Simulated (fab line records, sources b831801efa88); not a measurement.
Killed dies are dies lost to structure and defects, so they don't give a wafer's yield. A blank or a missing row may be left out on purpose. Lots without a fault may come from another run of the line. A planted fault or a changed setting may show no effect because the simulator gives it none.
Chamber matching | flow sky130 | SKY_VIA3_ETCH_15 on rie_diel-02: 4 sister chambers
The step etches SiO2 in C4F8/O2/Ar, stops on TiN, target depth 507 nm, time 78 s. 14 wafers are shown with their chamber, then 7 later ones without.

WAFERS WITH THEIR CHAMBER
wafer  | chamber | rf_fwd_power_W (W) | oes_product_au (a.u.) | chamber_pressure_mTorr (mTorr)
L075.3 | 0       | 1497               | 0.942                 | 40.03
L075.5 | 3       | 1474               | 0.940                 | 39.99
L075.6 | 0       | 1493               | 0.951                 | 40.04
L078.2 | 1       | 1489               | 0.946                 | 40.04
L078.5 | 2       | 1477               | 0.954                 | 39.96
L078.6 | 3       | 1478               | 0.940                 | 39.95
L081.1 | 3       | 1483               | 0.952                 | 40.05
L081.4 | 1       | 1491               | 0.948                 | 40.02
L081.5 | 0       | 1490               | 0.946                 | 40.00
L083.1 | 3       | 1483               | 0.943                 | 40.01
L083.3 | 1       | 1492               | 0.940                 | 40.00
L083.6 | 2       | 1494               | 0.947                 | 40.03
L087.1 | 3       | 1490               | 0.938                 | 40.04
L087.2 | 0       | 1494               | 0.941                 | 39.97

SIGNATURES (means of the wafers above)
reading                | chamber 0 | chamber 1 | chamber 2 | chamber 3 | scatter within a chamber
rf_fwd_power_W         | 1493.50   | 1490.67   | 1485.50   | 1481.60   | 5.65
oes_product_au         | 0.94500   | 0.94467   | 0.95050   | 0.94260   | 0.00494
chamber_pressure_mTorr | 40.0100   | 40.0200   | 39.9950   | 40.0080   | 0.0357
Rule: a wafer's distance from a chamber is the root of the sum, over the readings, of the square of ((its reading less the chamber's mean) divided by the reading's scatter). The wafer belongs to the nearest chamber; if the next one is less than 2 further off, it can't be placed. The scatter: the root of (the sum of the squares of (reading less its chamber's mean) over the shown wafers, divided by (wafers less chambers)).

WAFERS WITHOUT THEIR CHAMBER
wafer  | rf_fwd_power_W (W) | oes_product_au (a.u.) | chamber_pressure_mTorr (mTorr)
L087.6 | 1488               | 0.943                 | 40.01
L089.3 | 1493               | 0.942                 | 39.94
L089.4 | 1492               | 0.949                 | 39.96
L089.6 | 1493               | 0.939                 | 40.05
L092.2 | 1482               | 0.945                 | 40.02
L092.5 | 1493               | 0.946                 | 39.92
L092.6 | 1496               | 0.942                 | 39.96

WHICH CHAMBER EACH WENT THROUGH
wafer  | from the rows above               | in truth
L087.6 | can't be placed: 1 or 0 or 3 or 2 | 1
L089.3 | can't be placed: 0 or 1 or 2 or 3 | 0
L089.4 | can't be placed: 2 or 0 or 1 or 3 | 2
L089.6 | can't be placed: 1 or 0 or 3 or 2 | 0
L092.2 | can't be placed: 3 or 2 or 1 or 0 | 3
L092.5 | can't be placed: 0 or 2 or 1 or 3 | 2
L092.6 | can't be placed: 0 or 1 or 2 or 3 | 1
Placed correctly: 0 of 7. Can't be placed from these rows: 7 (the true chamber is among the candidates in 7). Placed wrongly: 0.
